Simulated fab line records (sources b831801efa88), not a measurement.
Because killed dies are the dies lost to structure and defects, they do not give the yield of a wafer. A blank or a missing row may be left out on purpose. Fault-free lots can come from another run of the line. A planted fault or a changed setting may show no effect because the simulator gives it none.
A lot that was struck, set against a sound lot / flow sky130 / 44 out of 708 route steps
Sound: the wafers L927.2, L927.3, L927.4. Struck: wafer L938.1 (left out: L938.2, L938.5 of the same lot, which were not struck); the cause appears at the end.
For every step that has rows: the tool of each side, followed by ch and its chambers, followed by its first start. Under that, the readings that differ: sound wafers / struck wafers / difference of the means / sigmas: that difference in standard deviations of wafers without a fault.
alike: same words and numbers on both sides, and readings whose means sit less than 2 such deviations apart. not compared: any withheld reading, any reading some wafer has no value for, any bound like >300 that may hide the same value, and any number with overlapping values for which the record gives no deviation.
Wherever a step has rows on one side only, a row that says differs or no value, or a row with sigmas, the two part there. Non-overlapping numbers with no deviation appear without sigmas and do not part them. Lack of a reading on every wafer of one side parts them only where that side has two or more wafers.

SKY_VIA2_ETCH_15: etches SiO2 in C4F8/O2/Ar, stops on TiN, target depth 546 nm, time 84 s.
  sound on rieDiel-02 ch 0,1,2, day 37 17:25; struck on rieDiel-01 ch 0, day 41 01:38
  alike: oesProductAu
  not compared: rfHoursCounterH
then, 6 steps without rows for these wafers: SKY_VIA2_STRIP_16 (strips in O2/N2); SKY_VIA2_STRIP_17 (strips in post etch residue remover, time 1200 s); SKY_VIA2_CLEAN_18 (cleans in IPA, time 180 s); SKY_VIA2_CLEAN_19 (cleans in O3/DIW); SKY_VIA2_SPUTTER_20 (material TiN, target thk 20 nm, time 80 s); SKY_VIA2_CVD_21 (deposits W, target thk 420 nm, time 126.4 s).
SKY_VIA2_RS_MEAS_22: measurement is done with a four-point probe.
  sound: filmMetro-01 at day 37 18:19; struck: filmMetro-01 at day 41 02:29
reading=VIA2_W_RS (ohm/sq); sound=0.273 0.276 0.270; struck=0.264; difference=-0.009; sigmas=-2
SKY_VIA2_THK_MEAS_23: measures by xrf.
  sound: filmMetro-01 at day 37 18:25; struck: filmMetro-01 at day 41 02:37
reading=VIA2_W_THK (nm); sound=412 408 419; struck=427; difference=+14; sigmas=+2
then, 1 step without rows for these wafers: SKY_VIA2_CMP_24 (polishes, stops on SiO2, t overpolish 20 s, target thk 0 nm).
SKY_METAL3_SPUTTER_00: material Ti, target thk 15 nm, time 10 s.
  sound: pvdSputter-01 at day 37 18:46; struck: pvdSputter-03 at day 41 03:08
  alike: throttleValvePct
SKY_METAL3_SPUTTER_01: material TiN, target thk 20 nm, time 16.7 s.
  sound: pvdSputter-01 at day 37 18:47; struck: pvdSputter-03 at day 41 03:10
  alike: throttleValvePct
SKY_METAL3_SPUTTER_02: material AlCu, target thk 735 nm, time 39.1 s.
  sound: pvdSputter-01 at day 37 18:49; struck: pvdSputter-03 at day 41 03:11
reading=model.AlCu_of_METAL3_SPUTTER_02.thkNm (nm); sound=739.6 744.1 750.5; struck=1179; difference=+434; sigmas=
  alike: throttleValvePct
then, 1 step without rows for these wafers: SKY_METAL3_SPUTTER_03 (material Ti, target thk 5 nm, time 3.3 s).
SKY_METAL3_SPUTTER_04: material TiN, target thk 70 nm, time 58.3 s.
  sound: pvdSputter-01 at day 37 18:52; struck: pvdSputter-03 at day 41 03:14
  alike: throttleValvePct
SKY_CAPM_CVD_00: deposits SiO2, target thk 15.5 nm.
  sound on pecvd-03 ch 0,1,2, day 37 18:55; struck on pecvd-02 ch 0, day 41 03:17
  alike: heaterPowerW
SKY_CAPM_THK_MEAS_01:
  sound: filmMetro-01 at day 37 18:57; struck: filmMetro-03 at day 41 03:19
  alike: CAPM_CVD_00_THK
then, 1 step without rows for these wafers: SKY_CAPM_SPUTTER_02 (material TiN, target thk 200 nm, time 166.7 s).
SKY_CAPM_RS_MEAS_03: measurement is done with a four-point probe.
  sound: filmMetro-04 at day 37 19:08; struck: filmMetro-01 at day 41 03:29
  alike: CAPM_TIN_RS
SKY_CAPM_THK_MEAS_04: measures by xrf.
  sound: filmMetro-04 at day 37 19:14; struck: filmMetro-01 at day 41 03:37
  alike: CAPM_TIN_THK
then, 7 steps without rows for these wafers: SKY_CAPM_DEHYDRATE_05 (time 60 s); SKY_CAPM_HMDS_06 (prime time 60 s); SKY_CAPM_COAT_07 (resist thk 1140 nm); SKY_CAPM_SOFTBAKE_08 (time 60 s); SKY_CAPM_EXPOSE_09 (exposes mask CAPM, target cd 1000 nm); SKY_CAPM_PEB_10; SKY_CAPM_DEVELOP_11 (develop time 60 s).
SKY_CAPM_OVL_MEAS_12:
  sound: overlay-02 at day 38 20:18; struck: overlay-01 at day 42 02:53
  alike: CAPM_OVL
then, 13 steps without rows for these wafers: SKY_CAPM_METAL_ETCH_13 (etches TiN in Cl2/BCl3, stops on SiO2, target depth 220 nm, time 62.9 s); SKY_CAPM_STRIP_14 (strips in O2/N2); SKY_CAPM_STRIP_15 (strips in post etch residue remover, time 1200 s); SKY_CAPM_CLEAN_16 (cleans in IPA, time 180 s); SKY_CAPM_CLEAN_17 (cleans in O3/DIW); SKY_METAL3_DEHYDRATE_05 (time 60 s); SKY_METAL3_HMDS_06 (prime time 60 s); SKY_METAL3_COAT_07 (resist thk 60 nm); SKY_METAL3_COAT_08 (resist thk 1140 nm); SKY_METAL3_SOFTBAKE_09 (time 90 s); SKY_METAL3_EXPOSE_10 (exposes mask MM3, target cd 300 nm); SKY_METAL3_PEB_11; SKY_METAL3_DEVELOP_12 (develop time 60 s).
SKY_METAL3_CD_MEAS_13: the cd target is 300 nm.
  sound: cdSem-02 at day 39 21:02; struck: cdSem-01 at day 43 02:19
  alike: cdNm
SKY_METAL3_METAL_ETCH_18: etches the open film in Cl2/BCl3, stops on SiO2, target depth 845 nm, time 183.1 s.
  sound on rieMetal-01 ch 0,1, day 39 21:19; struck on rieMetal-04 ch 0, day 43 02:37
reading=oesProductAu (a.u.); sound=0.862 0.873 0.881; struck=1.005; difference=+0.133; sigmas=+23
  alike: bcl3FlowSccm, drypumpMotorCurrentA, throttleValvePct
  not compared: rfHoursCounterH
-- the record jumps here: 6 days lie between the struck wafers' starts before and after (it left off in module METAL3 and takes up again in module PAD_OPEN, whose first step shown is number 708 of the route) --
SKY_PAD_OPEN_PROBE_99:
  sound: prober-01 at day 46 21:31; struck: prober-01 at day 49 12:31
reading=defectLimitedYield (%); sound=80.5 82.5 84.3; struck=0; difference=-82; sigmas=-43
reading=killed_at_M0_to_M3; sound=50 45 44; struck=454; difference=+408; sigmas=+56
reading=killedDies; sound=96 86 77; struck=492; difference=+406; sigmas=+43
reading=killedOnRim; sound=21 21 15; struck=96; difference=+77; sigmas=+18
reading=sort_bin_5_function (%); sound=10.2 10.4 10.6; struck=91.1; difference=+80.7; sigmas=+54
reading=sortNPass; sound=396 406 415; struck=0; difference=-406; sigmas=-43
reading=sortYieldPct (%); sound=80.5 82.5 84.3; struck=0; difference=-82; sigmas=-43
  alike: killed_at_M4_up, killedAtContacts, killedAtFrontEnd, killedAtOther, killedOpen, killedShort, sort_bin_3_pad_short, sort_bin_6_memory

== WHERE THEY PART ==
Earliest at SKY_VIA2_RS_MEAS_22; latest, in this record, at SKY_PAD_OPEN_PROBE_99.

WHY: what the simulator had put in
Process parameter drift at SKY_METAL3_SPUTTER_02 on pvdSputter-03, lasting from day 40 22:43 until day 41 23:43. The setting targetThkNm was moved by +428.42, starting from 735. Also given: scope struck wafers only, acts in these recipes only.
